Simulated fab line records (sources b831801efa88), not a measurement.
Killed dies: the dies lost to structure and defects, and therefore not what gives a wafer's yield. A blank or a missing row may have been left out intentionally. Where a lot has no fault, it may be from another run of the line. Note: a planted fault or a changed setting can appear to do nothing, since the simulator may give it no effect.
fab line records ; flow sky130
record: lots: 11; wafers: 33; last-day: 51
route steps=708 shown FIELD_ISO@15 NWELL@34 PAD_OPEN@708
lots that met no fault: taken from a fault-free run of the same line
start-h: the number of hours between the record's first day and the start of the first shown wafer of the lot ; wait-h: hours elapsed since this lot's preceding step ; " repeats the value in the row above ; L1.1+2: several wafers, shown together as one row ; - value missing, or start not given ; * or withheld: withheld ; < > ~ a bound
route shown NAME@n: names a module that has steps shown in the file, with the first one's number in the route ; usual: average and standard deviation across the fault-free wafers ; same: alike in all rows ; chamber/n: place in a boat ; sites: readings site by site ; _std_site: standard deviation across them ; _edge_site: outer sites' mean less inner sites' ; radius-mm: for every site, how far away it sits from the centre of the wafer ; mask NAME#n: copy n ; behind: tool/chamber where the wafer was last shaped ; hold: what put the lot on hold/how long, in hours/how the hold closed ; device: names the non-switching transistor (n, p or np) ; end of line: tests run on the same wafers once the route is complete ; step lacking rows: just its recipe ; killed: dies that structure and defects cost at the first sort, which is not the same as the wafer's yield ; map: dies across one wafer; x = killed, . = not, _ = none there
set.NAME: the setting as run; set.NAME@STEP: as run at that earlier step ; model.NAME: the simulator's own value behind a step, which no gauge read
one table for each step of the route and one row for each wafer, over a sample of lots
services: from which hour (start-h, from the record's first day; less than 0 if before it) a tool's chamber was out of use, for how many hours, and why
== steps ==
step: SKY_FIELD_ISO_ETCH_14
recipe: chemistry: N2/H2; target: BARC; ion-energy-ev: 200; source-w: 500; bias-w: 100; pressure-mtorr: 30; n2-flow-sccm: 100; h2-flow-sccm: 200; stop-on: SiO2; time-s: 45.9; target-depth-a: 600
usual: chamber-pressure-mTorr: 30.002/0.025; drypump-motor-current-A: 5.6/0.47; oes-product-au: 0.854/0.0047; throttle-valve-pct: 13.225/0.0094
lot.wafer;tool;chamber;start-h;wait-h;chamber-pressure-mTorr;drypump-motor-current-A;oes-product-au;rf-hours-counter-h;throttle-valve-pct
L309.2;rie-diel-04;2;28.97;0.1;30.029;5.4;0.851;124;13.224
L309.3;rie-diel-04;3;28.97;0.1;30.025;5.9;0.850;3;13.224
L309.4;rie-diel-04;1;28.97;0.1;29.993;4.8;0.849;-;13.241
L310.1;rie-diel-01;1;34.39;0.1;29.988;6.2;0.854;142;13.234
L310.4;rie-diel-01;3;34.39;0.1;30.073;5.9;0.850;61;13.220
L310.6;rie-diel-01;0;34.39;0.1;29.987;5.8;0.862;-;13.217
L311.1;rie-diel-04;2;43.02;0.1;29.996;5.3;0.849;124;13.226
L311.3;rie-diel-04;1;43.02;0.1;29.984;4.8;0.852;7;13.236
L311.5;rie-diel-04;1;43.02;0.1;29.944;4.8;0.859;-;13.224
L315.1;rie-diel-04;3;62.74;0.1;29.991;5.9;0.850;3;13.225
L315.2;rie-diel-04;1;62.74;0.1;30.000;4.8;0.852;8;13.237
L315.3;rie-diel-04;2;62.74;0.1;30.006;5.4;0.850;125;13.220
L316.2;rie-diel-04;0;66.04;0.1;29.970;6.2;0.857;140;13.224
L316.5;rie-diel-04;3;66.04;0.1;29.959;5.9;0.855;-;13.258
L316.6;rie-diel-04;2;66.04;0.1;29.990;5.4;0.842;-;13.219
L317.1;rie-diel-02;2;71.59;0.1;30.058;5.9;0.853;166;13.222
L317.2;rie-diel-02;1;71.59;0.1;29.999;5.1;0.857;82;13.226
L317.3;rie-diel-02;0;71.59;0.1;30.040;5.3;0.850;0;13.211
L320.2;rie-diel-01;1;86.94;0.1;30.011;6.3;0.854;143;13.235
L320.4;rie-diel-01;2;86.94;0.1;29.978;5.9;0.860;142;13.222
L320.5;rie-diel-01;3;86.94;0.1;30.026;5.9;0.857;-;13.227
L321.1;rie-diel-04;2;93.06;0.1;30.007;5.4;0.829;125;13.221
L321.2;rie-diel-04;3;93.06;0.1;29.946;5.9;0.848;3;13.233
L321.4;rie-diel-04;0;93.06;0.1;29.979;6.2;0.847;141;13.208
L322.1;rie-diel-04;0;97.61;0.1;29.991;6.3;0.834;141;13.224
L322.2;rie-diel-04;1;97.61;0.1;30.005;4.8;0.856;8;13.217
L322.3;rie-diel-04;2;97.61;0.1;29.983;5.4;0.832;125;13.219
L328.4;rie-diel-01;2;129.96;0.0;29.960;5.9;0.846;142;13.230
L328.5;rie-diel-01;1;129.96;0.0;30.031;6.3;0.854;-;13.223
L328.6;rie-diel-01;2;129.96;0.0;29.987;5.9;0.854;-;13.222
L331.1;rie-diel-02;2;144.55;0.1;30.026;5.9;0.853;1;13.221
L331.3;rie-diel-02;1;144.55;0.1;29.984;5.0;0.856;84;13.228
L331.4;rie-diel-02;0;144.55;0.1;29.971;5.3;0.855;-;13.226
step: SKY_FIELD_ISO_STRIP_16
recipe: chemistry: O2/N2; power-w: 1400; pressure-mtorr: 1500; platen-temp-c: withheld; o2-flow-sccm: 3000; n2-flow-sccm: 300; overash-fraction: 0.5
usual: chamber-pressure-mTorr: 1500.1/1.3; drypump-motor-current-A: 5.9/0.45; o2-flow-sccm: 3000/9.9; oes-product-au: 0.378/0.0047; strip-time-to-endpoint-s: 3.54/0.033
lot.wafer;tool;chamber;start-h;wait-h;chamber-pressure-mTorr;drypump-motor-current-A;o2-flow-sccm;oes-product-au;rf-hours-counter-h;strip-time-to-endpoint-s
L309.2;plasma-asher-03;0;29.06;0.0;1499.3;5.4;2994;0.377;29;3.53
L309.3;plasma-asher-03;1;29.06;0.0;1498.2;6.1;3011;0.390;-;3.54
L309.4;plasma-asher-03;0;29.06;0.0;1499.2;5.4;2997;0.378;-;3.47
L310.1;plasma-asher-02;1;34.49;0.0;1499.3;5.2;3029;0.378;24;3.52
L310.4;plasma-asher-02;1;34.49;0.0;1500.3;5.2;3010;0.374;-;3.50
L310.6;plasma-asher-02;0;34.49;0.0;1500.2;5.4;2991;0.390;-;3.55
L311.1;plasma-asher-04;0;43.11;0.0;1497.7;6.4;2992;0.383;33;3.52
L311.3;plasma-asher-04;1;43.11;0.0;1500.6;6.1;3010;0.380;-;3.50
L311.5;plasma-asher-04;1;43.11;0.0;1499.6;6.1;3004;0.377;-;3.48
L315.1;plasma-asher-03;1;62.84;0.0;1499.0;6.1;2989;0.375;32;3.55
L315.2;plasma-asher-03;0;62.84;0.0;1499.0;5.4;2997;0.388;32;3.57
L315.3;plasma-asher-03;1;62.84;0.0;1499.6;6.1;2987;0.379;-;3.57
L316.2;plasma-asher-02;1;66.14;0.0;1501.0;5.2;3006;0.370;27;3.52
L316.5;plasma-asher-02;1;66.14;0.0;1500.5;5.1;3000;0.376;-;3.54
L316.6;plasma-asher-02;0;66.14;0.0;1502.9;5.5;2997;0.378;-;3.52
L317.1;plasma-asher-04;0;71.69;0.0;1500.9;6.4;3000;0.378;36;3.48
L317.2;plasma-asher-04;1;71.69;0.0;1500.3;6.1;2987;0.376;36;3.52
L317.3;plasma-asher-04;1;71.69;0.0;1499.0;6.1;2991;0.368;-;3.51
L320.2;plasma-asher-04;0;87.04;0.0;1502.4;6.4;3009;0.377;37;3.57
L320.4;plasma-asher-04;1;87.04;0.0;1501.2;6.1;3001;0.382;-;3.53
L320.5;plasma-asher-04;0;87.04;0.0;1500.6;6.4;3021;0.374;-;3.51
L321.1;plasma-asher-03;0;93.16;0.0;1499.5;5.4;3007;0.378;35;3.69
L321.2;plasma-asher-03;1;93.16;0.0;1498.4;6.2;3003;0.378;35;3.56
L321.4;plasma-asher-03;0;93.16;0.0;1498.8;5.3;3012;0.370;-;3.54
L322.1;plasma-asher-04;0;97.71;0.0;1499.3;6.4;3014;0.383;38;3.66
L322.2;plasma-asher-04;1;97.71;0.0;1498.1;6.1;2997;0.378;38;3.52
L322.3;plasma-asher-04;0;97.71;0.0;1502.4;6.4;3030;0.376;-;3.67
L328.4;plasma-asher-03;1;130.10;0.1;1500.6;6.1;2987;0.382;-;3.53
L328.5;plasma-asher-03;1;130.10;0.1;1500.4;6.2;3001;0.380;-;3.57
L328.6;plasma-asher-03;0;130.10;0.1;1501.3;5.4;3008;0.380;-;3.56
L331.1;plasma-asher-03;0;144.65;0.0;1501.9;5.4;3001;0.370;40;3.51
L331.3;plasma-asher-03;1;144.65;0.0;1500.0;6.2;3009;0.377;-;3.56
L331.4;plasma-asher-03;0;144.65;0.0;1500.6;5.4;3011;0.380;-;3.51
step: SKY_FIELD_ISO_THK_MEAS_23
recipe: reads: SiO2_of_FIELD_ISO_OXIDATION_22
usual: FIELD_ISO_OXIDATION_01_THK: 9.97/0.15
lot.wafer;tool;chamber;start-h;wait-h;FIELD_ISO_OXIDATION_01_THK[nm]
L309.2;film-metro-04;-;35.11;0.0;9.95
L309.3;film-metro-04;-;35.11;0.0;9.80
L309.4;film-metro-04;-;35.11;0.0;10.00
L310.1;film-metro-04;-;37.68;0.0;9.96
L310.4;film-metro-04;-;37.68;0.0;9.90
L310.6;film-metro-04;-;37.68;0.0;10.10
L311.1;film-metro-03;-;45.79;0.0;10.09
L311.3;film-metro-03;-;45.79;0.0;9.91
L311.5;film-metro-03;-;45.79;0.0;9.91
L315.1;film-metro-01;-;65.26;0.0;10.04
L315.2;film-metro-01;-;65.26;0.0;10.11
L315.3;film-metro-01;-;65.26;0.0;10.07
L316.2;film-metro-01;-;68.72;0.0;10.01
L316.5;film-metro-01;-;68.72;0.0;10.15
L316.6;film-metro-01;-;68.72;0.0;9.87
L317.1;film-metro-04;-;73.90;0.0;10.12
L317.2;film-metro-04;-;73.90;0.0;10.06
L317.3;film-metro-04;-;73.90;0.0;10.13
L320.2;film-metro-01;-;89.02;0.0;9.90
L320.4;film-metro-01;-;89.02;0.0;9.85
L320.5;film-metro-01;-;89.02;0.0;10.13
L321.1;film-metro-04;-;94.93;0.0;9.88
L321.2;film-metro-04;-;94.93;0.0;9.73
L321.4;film-metro-04;-;94.93;0.0;9.86
L322.1;film-metro-03;-;101.87;0.0;9.95
L322.2;film-metro-03;-;101.87;0.0;9.81
L322.3;film-metro-03;-;101.87;0.0;9.64
L328.4;film-metro-04;-;133.56;0.0;9.94
L328.5;film-metro-04;-;133.56;0.0;9.87
L328.6;film-metro-04;-;133.56;0.0;9.94
L331.1;film-metro-03;-;146.26;0.0;9.87
L331.3;film-metro-03;-;146.26;0.0;9.96
L331.4;film-metro-03;-;146.26;0.0;10.00
step: SKY_FIELD_ISO_THK_MEAS_25
recipe: reads: SiO2_of_FIELD_ISO_CVD_24
usual: FIELD_ISO_CVD_24_THK: 596/8
lot.wafer;tool;chamber;start-h;wait-h;FIELD_ISO_CVD_24_THK[nm]
L309.2;film-metro-01;-;35.24;0.0;590
L309.3;film-metro-01;-;35.24;0.0;588
L309.4;film-metro-01;-;35.24;0.0;583
L310.1;film-metro-03;-;37.81;0.0;606
L310.4;film-metro-03;-;37.81;0.0;600
L310.6;film-metro-03;-;37.81;0.0;595
L311.1;film-metro-01;-;45.92;0.0;590
L311.3;film-metro-01;-;45.92;0.0;592
L311.5;film-metro-01;-;45.92;0.0;597
L315.1;film-metro-04;-;65.39;0.0;590
L315.2;film-metro-04;-;65.39;0.0;594
L315.3;film-metro-04;-;65.39;0.0;600
L316.2;film-metro-01;-;68.85;0.0;609
L316.5;film-metro-01;-;68.85;0.0;607
L316.6;film-metro-01;-;68.85;0.0;611
L317.1;film-metro-03;-;74.03;0.0;605
L317.2;film-metro-03;-;74.03;0.0;601
L317.3;film-metro-03;-;74.03;0.0;613
L320.2;film-metro-04;-;89.15;0.0;603
L320.4;film-metro-04;-;89.15;0.0;603
L320.5;film-metro-04;-;89.15;0.0;591
L321.1;film-metro-01;-;95.06;0.0;593
L321.2;film-metro-01;-;95.06;0.0;595
L321.4;film-metro-01;-;95.06;0.0;590
L322.1;film-metro-01;-;102.00;0.0;596
L322.2;film-metro-01;-;102.00;0.0;604
L322.3;film-metro-01;-;102.00;0.0;596
L328.4;film-metro-03;-;133.69;0.0;600
L328.5;film-metro-03;-;133.69;0.0;593
L328.6;film-metro-03;-;133.69;0.0;590
L331.1;film-metro-01;-;146.40;0.0;599
L331.3;film-metro-01;-;146.40;0.0;614
L331.4;film-metro-01;-;146.40;0.0;600
step: SKY_NWELL_THK_MEAS_02
recipe: reads: SiO2_of_NWELL_OXIDATION_01
usual: NWELL_OXIDATION_THK: 10.05/0.17
lot.wafer;tool;chamber;start-h;wait-h;NWELL_OXIDATION_THK[nm]
L309.2;film-metro-03;-;42.12;0.0;10.05
L309.3;film-metro-03;-;42.12;0.0;9.95
L309.4;film-metro-03;-;42.12;0.0;10.24
L310.1;film-metro-01;-;44.91;0.0;9.83
L310.4;film-metro-01;-;44.91;0.0;9.90
L310.6;film-metro-01;-;44.91;0.0;9.84
L311.1;film-metro-03;-;52.03;0.0;9.98
L311.3;film-metro-03;-;52.03;0.0;9.88
L311.5;film-metro-03;-;52.03;0.0;9.95
L315.1;film-metro-01;-;71.79;0.0;10.21
L315.2;film-metro-01;-;71.79;0.0;9.98
L315.3;film-metro-01;-;71.79;0.0;9.96
L316.2;film-metro-03;-;73.20;0.0;9.93
L316.5;film-metro-03;-;73.20;0.0;9.82
L316.6;film-metro-03;-;73.20;0.0;9.87
L317.1;film-metro-01;-;79.51;0.0;9.91
L317.2;film-metro-01;-;79.51;0.0;9.72
L317.3;film-metro-01;-;79.51;0.0;9.71
L320.2;film-metro-01;-;94.85;0.0;10.16
L320.4;film-metro-01;-;94.85;0.0;10.31
L320.5;film-metro-01;-;94.85;0.0;10.07
L321.1;film-metro-03;-;103.26;0.0;10.00
L321.2;film-metro-03;-;103.26;0.0;9.72
L321.4;film-metro-03;-;103.26;0.0;9.98
L322.1;film-metro-02;-;110.70;0.0;10.07
L322.2;film-metro-02;-;110.70;0.0;10.25
L322.3;film-metro-02;-;110.70;0.0;10.19
L328.4;film-metro-02;-;141.62;0.0;9.81
L328.5;film-metro-02;-;141.62;0.0;9.88
L328.6;film-metro-02;-;141.62;0.0;9.90
L331.1;film-metro-02;-;151.35;0.0;10.28
L331.3;film-metro-02;-;151.35;0.0;10.17
L331.4;film-metro-02;-;151.35;0.0;10.11
step: SKY_PAD_OPEN_PROBE_99
usual: killed_at_M0_to_M3: 44/7.2; killed_at_M4_up: 2.9/1.8; killed-at-contacts: 24/5.2; killed-at-front-end: 15/4; killed-at-other: 0.2/0.49; killed-dies: 85/9.1; killed-open: 47/6.8; killed-short: 38/5.7
same: gross-dies: 492; killed-at-back-side: 0
lot.wafer;tool;chamber;start-h;wait-h;hold;killed_at_M0_to_M3;killed_at_M4_up;killed-at-contacts;killed-at-front-end;killed-at-other;killed-dies;killed-open;killed-short
L309.2;prober-02;-;1101.24;0.1;-;41;5;24;14;0;84;50;34
L309.3;prober-02;-;1101.29;0.2;-;44;2;26;22;0;94;61;33
L309.4;prober-02;-;1101.34;0.2;-;35;3;29;15;0;82;46;36
L310.1;prober-01;-;1111.02;0.1;-;50;1;20;22;0;93;51;42
L310.4;prober-01;-;1111.17;0.2;-;41;5;17;18;0;81;43;38
L310.6;prober-01;-;1111.27;0.2;-;43;2;21;19;0;85;57;28
L311.1;prober-02;-;1123.80;0.1;-;50;2;29;8;0;89;52;37
L311.3;prober-02;-;1123.90;0.2;-;50;7;24;19;0;100;55;45
L311.5;prober-02;-;1124.00;0.2;-;50;5;21;9;0;85;52;33
L316.2;prober-02;-;1136.47;0.1;-;46;0;14;13;0;73;45;28
L316.5;prober-02;-;1136.62;0.2;-;46;1;27;16;1;91;51;40
L316.6;prober-02;-;1136.67;0.2;-;36;4;30;19;1;90;52;38
L315.1;prober-01;-;1138.84;0.1;-;53;2;14;15;0;84;47;37
L315.2;prober-01;-;1138.89;0.1;-;54;8;25;14;0;101;60;41
L315.3;prober-01;-;1138.94;0.2;-;52;5;22;12;0;91;41;50
L317.1;prober-02;-;1144.48;0.1;-;35;2;27;10;0;74;42;32
L317.2;prober-02;-;1144.53;0.1;-;46;5;19;12;0;82;42;40
L317.3;prober-02;-;1144.58;0.2;-;36;2;27;14;0;79;46;33
L320.2;prober-01;-;1164.47;0.1;-;42;3;19;12;0;76;39;37
L320.4;prober-01;-;1164.57;0.2;-;36;4;28;15;0;83;40;43
L320.5;prober-01;-;1164.62;0.2;-;43;2;22;18;0;85;37;48
L321.1;prober-02;-;1167.02;0.1;-;54;4;21;22;0;101;53;42
L321.2;prober-02;-;1167.07;0.1;-;35;1;31;19;0;86;54;32
L321.4;prober-02;-;1167.17;0.2;-;50;1;22;13;0;86;48;38
L322.1;prober-01;-;1175.27;0.1;await-dispo/2.5h/release;52;2;25;32;1;112;49;47
L322.2;prober-01;-;1175.32;0.1;await-dispo/2.5h/release;42;4;18;15;1;80;43;37
L322.3;prober-01;-;1175.37;0.2;await-dispo/2.5h/release;45;1;22;22;0;90;48;40
L328.4;prober-01;-;1204.36;0.2;-;40;3;26;13;0;82;46;36
L328.5;prober-01;-;1204.41;0.2;-;44;4;18;13;1;80;44;36
L328.6;prober-01;-;1204.46;0.2;-;40;4;25;19;0;88;43;45
L331.1;prober-02;-;1212.91;0.1;-;32;2;25;22;0;81;44;37
L331.3;prober-02;-;1213.01;0.2;-;46;5;22;20;1;94;52;42
L331.4;prober-02;-;1213.06;0.2;-;40;5;28;9;1;83;50;33
killed by level:class
L309.2 VIA2:geometric-particle:open=11 LI_CONTACT:geometric-particle:open=9 FIELD_ISO:geometric-particle:short=7 VIA1:geometric-particle:open=7 VIA3:geometric-particle:open=7 CONTACT:geometric-particle:short=6 POLY_GATE:geometric-particle:open=4 CONTACT:geometric-particle:open=4
L309.3 VIA1:geometric-particle:open=17 CONTACT:geometric-particle:open=12 VIA2:geometric-particle:open=8 VIA1:geometric-particle:short=6 LI_CONTACT:geometric-particle:open=6 FIELD_ISO:geometric-particle:short=5 METAL1:geometric-particle:short=5 FIELD_ISO:geometric-particle:open=4
L309.4 LI_CONTACT:geometric-particle:open=14 VIA1:geometric-particle:open=10 VIA1:geometric-particle:short=7 VIA2:geometric-particle:open=7 CONTACT:geometric-particle:open=6 FIELD_ISO:geometric-particle:short=5 LOCAL_INTERCONNECT:geometric-particle:short=5 FIELD_ISO:geometric-particle:open=3
L310.1 VIA1:geometric-particle:open=14 CONTACT:geometric-particle:open=8 METAL3:geometric-particle:short=7 VIA3:geometric-particle:open=7 FIELD_ISO:geometric-particle:open=6 METAL1:geometric-particle:short=6 POLY_GATE:geometric-particle:open=5 LI_CONTACT:geometric-particle:short=5
L310.4 VIA1:geometric-particle:open=10 VIA3:geometric-particle:open=10 FIELD_ISO:geometric-particle:short=9 METAL4:geometric-particle:short=4 CONTACT:geometric-particle:open=4 LI_CONTACT:geometric-particle:open=4 METAL1:geometric-particle:short=4 FIELD_ISO:geometric-particle:open=3
L310.6 VIA1:geometric-particle:open=15 CONTACT:geometric-particle:open=8 FIELD_ISO:geometric-particle:open=6 LI_CONTACT:geometric-particle:open=6 VIA2:geometric-particle:open=6 VIA3:geometric-particle:open=6 FIELD_ISO:geometric-particle:short=4 LI_CONTACT:geometric-particle:short=4
L311.1 VIA3:geometric-particle:open=13 CONTACT:geometric-particle:open=10 VIA1:geometric-particle:open=10 LI_CONTACT:geometric-particle:open=8 METAL2:geometric-particle:short=8 VIA1:geometric-particle:short=5 LOCAL_INTERCONNECT:geometric-particle:short=4 CONTACT:geometric-particle:short=4
L311.3 VIA1:geometric-particle:open=13 LI_CONTACT:geometric-particle:open=9 FIELD_ISO:geometric-particle:open=7 VIA3:geometric-particle:open=7 METAL2:geometric-particle:short=7 VIA1:geometric-particle:short=6 POLY_GATE:geometric-particle:short=5 CONTACT:geometric-particle:open=5
L311.5 VIA1:geometric-particle:open=13 VIA3:geometric-particle:open=10 CONTACT:geometric-particle:open=7 VIA2:geometric-particle:open=7 LI_CONTACT:geometric-particle:open=6 METAL1:geometric-particle:short=6 VIA1:geometric-particle:short=5 METAL2:geometric-particle:short=5
L316.2 VIA1:geometric-particle:open=15 VIA2:geometric-particle:open=6 CONTACT:geometric-particle:open=6 VIA3:geometric-particle:open=6 POLY_GATE:geometric-particle:open=5 VIA1:geometric-particle:short=5 POLY_GATE:geometric-particle:short=4 CONTACT:geometric-particle:short=4
L316.5 VIA1:geometric-particle:open=16 CONTACT:geometric-particle:open=13 LI_CONTACT:geometric-particle:open=6 CONTACT:geometric-particle:short=6 POLY_GATE:geometric-particle:short=5 VIA1:geometric-particle:short=5 METAL1:geometric-particle:short=5 VIA3:geometric-particle:open=5
L316.6 LI_CONTACT:geometric-particle:open=11 CONTACT:geometric-particle:open=11 METAL1:geometric-particle:short=6 VIA1:geometric-particle:open=6 FIELD_ISO:geometric-particle:open=5 VIA1:geometric-particle:short=5 METAL2:geometric-particle:short=5 METAL3:geometric-particle:short=5
L315.1 VIA1:geometric-particle:open=13 CONTACT:geometric-particle:open=9 VIA2:geometric-particle:open=8 METAL2:geometric-particle:short=7 FIELD_ISO:geometric-particle:open=5 POLY_GATE:geometric-particle:short=5 METAL1:geometric-particle:short=5 VIA3:geometric-particle:short=5
L315.2 VIA1:geometric-particle:open=11 VIA2:geometric-particle:open=10 CONTACT:geometric-particle:open=8 VIA3:geometric-particle:open=7 METAL2:geometric-particle:short=7 LI_CONTACT:geometric-particle:open=6 FIELD_ISO:geometric-particle:open=5 METAL4:geometric-particle:short=5
L315.3 VIA1:geometric-particle:open=13 CONTACT:geometric-particle:open=11 METAL1:geometric-particle:short=9 VIA2:geometric-particle:short=6 METAL2:geometric-particle:short=6 VIA2:geometric-particle:open=6 FIELD_ISO:geometric-particle:short=5 METAL4:geometric-particle:short=5
L317.1 CONTACT:geometric-particle:open=11 VIA1:geometric-particle:open=11 LI_CONTACT:geometric-particle:open=6 VIA3:geometric-particle:open=6 VIA1:geometric-particle:short=5 CONTACT:geometric-particle:short=4 METAL3:geometric-particle:short=4 METAL2:geometric-particle:short=4
L317.2 VIA1:geometric-particle:open=11 CONTACT:geometric-particle:open=8 METAL2:geometric-particle:short=7 VIA3:geometric-particle:open=7 VIA3:geometric-particle:short=6 FIELD_ISO:geometric-particle:short=5 LI_CONTACT:geometric-particle:open=5 METAL1:geometric-particle:short=5
L317.3 VIA1:geometric-particle:open=9 LI_CONTACT:geometric-particle:open=8 CONTACT:geometric-particle:open=8 VIA3:geometric-particle:open=8 LOCAL_INTERCONNECT:geometric-particle:short=6 FIELD_ISO:geometric-particle:short=4 FIELD_ISO:geometric-particle:open=3 POLY_GATE:geometric-particle:short=3
L320.2 CONTACT:geometric-particle:open=8 VIA2:geometric-particle:open=7 METAL2:geometric-particle:short=7 METAL1:geometric-particle:short=6 FIELD_ISO:geometric-particle:open=5 LI_CONTACT:geometric-particle:short=5 VIA3:geometric-particle:open=5 LOCAL_INTERCONNECT:geometric-particle:short=4
L320.4 CONTACT:geometric-particle:open=11 LOCAL_INTERCONNECT:geometric-particle:short=9 METAL1:geometric-particle:short=8 VIA1:geometric-particle:open=6 METAL2:geometric-particle:short=5 FIELD_ISO:geometric-particle:open=4 CONTACT:geometric-particle:short=4 VIA2:geometric-particle:short=4
L320.5 CONTACT:geometric-particle:open=9 VIA1:geometric-particle:open=8 POLY_GATE:geometric-particle:short=6 LOCAL_INTERCONNECT:geometric-particle:short=6 METAL1:geometric-particle:short=6 VIA2:geometric-particle:short=6 VIA3:geometric-particle:short=6 METAL2:geometric-particle:short=5
L321.1 CONTACT:geometric-particle:open=12 VIA1:geometric-particle:open=12 VIA1:geometric-particle:short=9 METAL1:geometric-particle:short=8 FIELD_ISO:area-etch=6 FIELD_ISO:geometric-particle:open=5 POLY_GATE:geometric-particle:open=5 VIA3:geometric-particle:open=5
L321.2 CONTACT:geometric-particle:open=12 VIA3:geometric-particle:open=9 LI_CONTACT:geometric-particle:open=9 VIA2:geometric-particle:open=7 FIELD_ISO:geometric-particle:open=6 LI_CONTACT:geometric-particle:short=5 POLY_GATE:geometric-particle:short=4 METAL1:geometric-particle:short=4
L321.4 VIA1:geometric-particle:open=17 CONTACT:geometric-particle:open=10 METAL1:geometric-particle:short=7 VIA2:geometric-particle:open=6 METAL3:geometric-particle:short=6 POLY_GATE:geometric-particle:short=4 LI_CONTACT:geometric-particle:open=4 FIELD_ISO:geometric-particle:short=3
L322.1 FIELD_ISO:area-etch=16 VIA2:geometric-particle:open=12 LOCAL_INTERCONNECT:geometric-particle:short=7 CONTACT:geometric-particle:open=7 VIA3:geometric-particle:open=7 POLY_GATE:geometric-particle:short=6 METAL2:geometric-particle:short=6 METAL3:geometric-particle:short=5
L322.2 VIA3:geometric-particle:open=9 VIA1:geometric-particle:open=7 LI_CONTACT:geometric-particle:open=6 FIELD_ISO:geometric-particle:short=5 LOCAL_INTERCONNECT:geometric-particle:short=5 CONTACT:geometric-particle:open=5 METAL1:geometric-particle:short=5 VIA2:geometric-particle:open=5
L322.3 VIA1:geometric-particle:open=10 FIELD_ISO:geometric-particle:short=8 METAL2:geometric-particle:short=8 VIA2:geometric-particle:open=8 CONTACT:geometric-particle:open=7 LI_CONTACT:geometric-particle:open=5 METAL1:geometric-particle:short=5 VIA3:geometric-particle:open=5
L328.4 CONTACT:geometric-particle:open=10 VIA1:geometric-particle:open=10 LI_CONTACT:geometric-particle:open=7 VIA2:geometric-particle:open=5 FIELD_ISO:geometric-particle:open=4 METAL3:geometric-particle:short=4 VIA3:geometric-particle:short=4 FIELD_ISO:geometric-particle:short=3
L328.5 VIA3:geometric-particle:open=8 METAL1:geometric-particle:short=7 LI_CONTACT:geometric-particle:open=7 POLY_GATE:geometric-particle:open=6 VIA1:geometric-particle:open=6 CONTACT:geometric-particle:open=5 METAL2:geometric-particle:short=5 VIA2:geometric-particle:open=4
L328.6 CONTACT:geometric-particle:open=11 METAL2:geometric-particle:short=9 VIA2:geometric-particle:open=8 VIA1:geometric-particle:open=8 FIELD_ISO:geometric-particle:short=7 METAL1:geometric-particle:short=6 LI_CONTACT:geometric-particle:open=5 FIELD_ISO:geometric-particle:open=4
L331.1 LI_CONTACT:geometric-particle:open=8 CONTACT:geometric-particle:open=7 FIELD_ISO:geometric-particle:open=6 VIA1:geometric-particle:open=6 METAL2:geometric-particle:short=5 POLY_GATE:geometric-particle:open=4 LOCAL_INTERCONNECT:geometric-particle:short=4 METAL1:geometric-particle:short=4
L331.3 VIA1:geometric-particle:open=10 METAL1:geometric-particle:short=9 VIA3:geometric-particle:open=9 LI_CONTACT:geometric-particle:open=7 FIELD_ISO:geometric-particle:open=6 FIELD_ISO:geometric-particle:short=6 CONTACT:geometric-particle:short=5 VIA1:geometric-particle:short=4
L331.4 CONTACT:geometric-particle:open=12 VIA1:geometric-particle:open=8 LI_CONTACT:geometric-particle:open=7 METAL1:geometric-particle:short=7 VIA2:geometric-particle:open=7 VIA3:geometric-particle:open=6 METAL2:geometric-particle:short=5 CONTACT:geometric-particle:short=4
== services ==
tool;chamber;start-h;hours;kind
rie-diel-02;-;5.29;14.6;pm
rie-diel-04;0;28.10;3.0;repair
rie-diel-02;0;37.70;-;clean
rie-diel-02;0;37.70;13.3;scheduled-down
rie-diel-02;0;37.70;13.3;vent-cycle
rie-diel-02;2;37.78;9.9;repair
plasma-asher-03;-;69.10;0.9;repair
rie-diel-02;2;87.77;-;clean
rie-diel-02;2;87.77;16.8;scheduled-down
rie-diel-02;2;87.77;16.8;vent-cycle
rie-diel-04;-;99.12;0.3;repair
rie-diel-01;2;126.75;3.2;repair
rie-diel-02;1;132.00;6.2;repair
rie-diel-02;3;135.15;10.4;repair
rie-diel-04;2;141.92;9.0;repair
== key ==
first-sign: step: SKY_FIELD_ISO_ETCH_14; reading: oes-product-au; direction: down; sigmas: 4.7; usual: 0.854; struck: 0.832
effect: step: SKY_FIELD_ISO_STRIP_16; reading: strip-time-to-endpoint-s; direction: up; sigmas: 4.1; usual: *; struck: *
effect: step: SKY_PAD_OPEN_PROBE_99; reading: killed-at-front-end; direction: up; sigmas: 2.7; usual: 15; struck: 25; wafers-moved: 1
met-at SKY_FIELD_ISO_ETCH_14
struck-lots L321,L322
struck-wafers L321.1,L322.1,L322.3
tester-left-out L321,L322
not-acting-at SKY_FIELD_ISO_THK_MEAS_23,SKY_FIELD_ISO_THK_MEAS_25,SKY_NWELL_THK_MEAS_02
onset-between 66.04 93.06
fault: kind: process-parameter-drift; tool: rie-diel-04; chamber: -; onset-h: 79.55; steps: SKY_FIELD_ISO_ETCH_14; channel: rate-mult; offset: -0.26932; shape: step; end-h: 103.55; scope: struck-wafers-only
tester-left-out: of these lots the tester's yield and bins aren't shown, on N5 and GAA mostly nor the transistor test; their killed dies are dies lost to structure and defects alone, not to doping, threshold or leakage, so they don't give the yield
